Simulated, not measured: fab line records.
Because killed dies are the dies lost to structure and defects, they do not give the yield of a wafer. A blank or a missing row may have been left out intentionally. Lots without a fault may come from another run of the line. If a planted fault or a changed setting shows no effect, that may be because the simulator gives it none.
A single fault, viewed from 2 desks	flow sky130	what lay behind the numbers comes last; until then each desk has only its own

## DESK OF THE TOOL OWNER: implanter-01
The tool's own readings at SKY_SONOS_TUNNEL_IMPLANT_09, given as means over the sampled wafers that have a number, one for each lot that went through this tool. Any lot whose mean is over 4 standard deviations away from the usual mean is out of limits and marked OUT; that distance is given in the brackets.
Columns: A = dose ions cm2 at SKY_SONOS_TUNNEL_IMPLANT_09, usual 9.999e+11; B = faraday current uA at SKY_SONOS_TUNNEL_IMPLANT_09, usual 5.64
lot	first seen here	A	B
L815	day 11 08:53	9.988e+11	5.74
L820	day 13 02:17	1.000e+12	5.71
L821	day 13 15:04	9.991e+11	5.76
L824	day 14 11:47	1.000e+12	5.60
L828	day 15 23:16	4.002e+11 (-99 or more) OUT	2.26 (-31) OUT
L829	day 16 12:08	3.993e+11 (-99 or more) OUT	2.24 (-31) OUT
L831	day 16 19:04	4.002e+11 (-99 or more) OUT	2.25 (-31) OUT
Finding of this desk: L828, L829, L831 out of limits; the first was L828 at day 15 23:16, on dose ions cm2 at SKY_SONOS_TUNNEL_IMPLANT_09. L815, L820, L821, L824: within limits.

## METROLOGY DESK
Lot by lot, what the gauges showed, no matter which tool ran the lot: averages of those sampled wafers that carry a number. Any lot whose mean is over 4 standard deviations away from the usual mean is out of limits and marked OUT; that distance is given in the brackets.
Columns: A = cd nm at SKY_VT_ADJUST_HVTR_CD_MEAS_07, usual 380.9 nm; B = SONOS_TUNNEL_TW at SKY_SONOS_TUNNEL_TW_MEAS_12, usual 197.4
lot	first seen here	A	B
L815	day 9 13:05	381.4	197.0
L817	day 10 07:07	378.9	196.6
L820	day 11 01:16	380.0	198.0
L821	day 11 12:38	380.0	197.5
L824	day 12 08:29	379.4	196.8
L828	day 13 15:46	379.3	155.0 (-47) OUT
L829	day 14 04:20	382.0	152.3 (-50) OUT
L831	day 14 11:28	383.1	155.2 (-46) OUT
L835	day 15 22:07	382.6	197.7
L836	day 16 11:51	382.2	196.4
L837	day 16 13:08	378.9	196.9
Finding of this desk: L828, L829, L831 out of limits, first seen on L828 at day 15 23:41 (SONOS_TUNNEL_TW at SKY_SONOS_TUNNEL_TW_MEAS_12). L815, L817, L820, L821, L824, L835, L836, L837: within limits.

## TAKEN TOGETHER
An alarm could have come from the tool owner's desk at day 15 23:16, on L828, L829, L831.
The metrology desk could have raised an alarm at day 15 23:41, on L828, L829, L831.
All the named lots went through SKY_SONOS_TUNNEL_IMPLANT_09 on implanter-01.

## WHAT THE SIMULATOR HAD INSERTED
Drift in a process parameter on implanter-01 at SKY_SONOS_TUNNEL_IMPLANT_09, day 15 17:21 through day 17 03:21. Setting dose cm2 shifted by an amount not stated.
Shown lots that were struck: L828, L829, L831.
Delay (hours) between the fault's onset and each desk's first out-of-limits reading: 6 at the tool owner's desk, 6 at the metrology desk.
